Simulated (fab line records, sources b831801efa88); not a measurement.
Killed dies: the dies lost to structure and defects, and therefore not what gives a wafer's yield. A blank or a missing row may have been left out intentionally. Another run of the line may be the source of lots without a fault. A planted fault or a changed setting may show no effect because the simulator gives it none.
Which tool was responsible? + flow sky130 + Sampling: 11 lots, 33 wafers, 4 of 708 route steps

WHAT THE GAUGES SHOWED, per wafer
SKY_METAL2_CD_MEAS_15: the cd target is 140 nm.
| lot  | measured     | on        | cd_nm (nm)        |
|------|--------------|-----------|-------------------|
| L566 | day 35 06:52 | cd_sem-01 | 144.0 142.3 143.5 |
| L570 | day 37 00:50 | cd_sem-02 | 142.0 140.5 140.6 |
| L571 | day 37 06:41 | cd_sem-01 | 139.7 137.9 138.9 |
| L572 | day 37 08:31 | cd_sem-01 | 138.7 139.6 139.1 |
| L574 | day 38 17:22 | cd_sem-02 | 142.2 142.7 142.0 |
| L578 | day 39 10:13 | cd_sem-02 | 140.0 141.3 140.6 |
| L581 | day 40 01:53 | cd_sem-01 | 138.8 138.6 139.5 |
| L582 | day 40 09:57 | cd_sem-01 | 171.7 173.0 173.6 |
| L583 | day 40 19:48 | cd_sem-01 | 171.7 169.3 172.4 |
| L586 | day 41 14:44 | cd_sem-01 | 159.2 160.6 160.9 |
| L587 | day 41 20:20 | cd_sem-01 | 140.1 140.6 139.7 |

TOOL THAT RAN EACH LOT (tool first, then ch and the chambers of the sampled wafers, then the start)
| lot  | SKY_METAL1_DESCUM_17              | SKY_VIA1_STRIP_16                    | SKY_METAL2_EXPOSE_12              |
|------|-----------------------------------|--------------------------------------|-----------------------------------|
| L566 | rie_metal-02 ch 0,1, day 32 22:12 | plasma_asher-02 ch 0,1, day 34 02:14 | krf_scanner-02 ch 0, day 34 17:38 |
| L570 | rie_metal-02 ch 0,1, day 34 14:08 | plasma_asher-04 ch 0, day 35 19:22   | krf_scanner-02 ch 0, day 36 10:46 |
| L571 | rie_metal-02 ch 0, day 34 20:32   | plasma_asher-04 ch 0,1, day 36 02:25 | krf_scanner-02 ch 0, day 36 17:31 |
| L572 | rie_metal-04 ch 0,1, day 34 23:29 | plasma_asher-02 ch 0,1, day 36 04:19 | krf_scanner-01 ch 0, day 36 19:33 |
| L574 | rie_metal-04 ch 0,1, day 36 08:08 | plasma_asher-02 ch 0,1, day 37 13:28 | krf_scanner-01 ch 0, day 38 05:23 |
| L578 | rie_metal-01 ch 0,1, day 37 02:59 | plasma_asher-03 ch 0,1, day 38 08:02 | krf_scanner-01 ch 0, day 38 21:46 |
| L581 | rie_metal-02 ch 1, day 37 19:52   | plasma_asher-02 ch 0,1, day 38 23:31 | krf_scanner-01 ch 0, day 39 13:29 |
| L582 | rie_metal-04 ch 0,1, day 38 06:29 | plasma_asher-03 ch 0,1, day 39 08:45 | krf_scanner-02 ch 0, day 39 22:19 |
| L583 | rie_metal-01 ch 0,1, day 38 17:08 | plasma_asher-03 ch 0,1, day 39 19:12 | krf_scanner-02 ch 0, day 40 08:32 |
| L586 | rie_metal-02 ch 0,1, day 39 11:40 | plasma_asher-04 ch 0,1, day 40 13:16 | krf_scanner-02 ch 0, day 41 03:11 |
| L587 | rie_metal-01 ch 0,1, day 39 16:40 | plasma_asher-02 ch 0,1, day 40 18:14 | krf_scanner-01 ch 0, day 41 08:52 |
- SKY_METAL1_DESCUM_17: chemistry O2, time 8 s.
- SKY_VIA1_STRIP_16: strips in O2/N2.
- SKY_METAL2_EXPOSE_12: exposes mask MM2, target cd 140 nm.

THE ANSWER, worked out from the rows above alone
Rule: usual is defined by the lots themselves. Put in order of their means at a reading, lots are off if they are a third of the lots or fewer, leave a main group of 4 or more, and stand apart from it by a gap of 3 or more times the standard deviation of the main group's means; of several such gaps the widest counts. A main group whose means are all the same, to the digits that the tables above print for the reading, isn't used. A lot without any number at a reading at which 4 lots or more have one is off too. The other lots that the step has rows for count as sound.
Off: L582, L583, L586 (SKY_METAL2_CD_MEAS_15, cd_nm). For the main group the mean is 140.5 nm and the standard deviation 1.5.
A tool fits if, at a process step before that reading, it ran every lot that is off, and no sound lot after the first of them. Those tools and the gauges at SKY_METAL2_CD_MEAS_15 are tried in the same way. One fits: SKY_METAL2_EXPOSE_12 on krf_scanner-02. Its last sound lot is L571 (day 36 17:31), its first lot that is off L582 (day 39 22:19): a fault that began between those two fits.

WHAT WAS PUT IN BY THE SIMULATOR
Process parameter drift: krf_scanner-02, from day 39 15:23 on, at SKY_METAL2_EXPOSE_12. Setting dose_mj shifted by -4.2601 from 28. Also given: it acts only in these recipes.
Struck lots among those shown: L582, L583, L586. The rule given above showed the same thing.
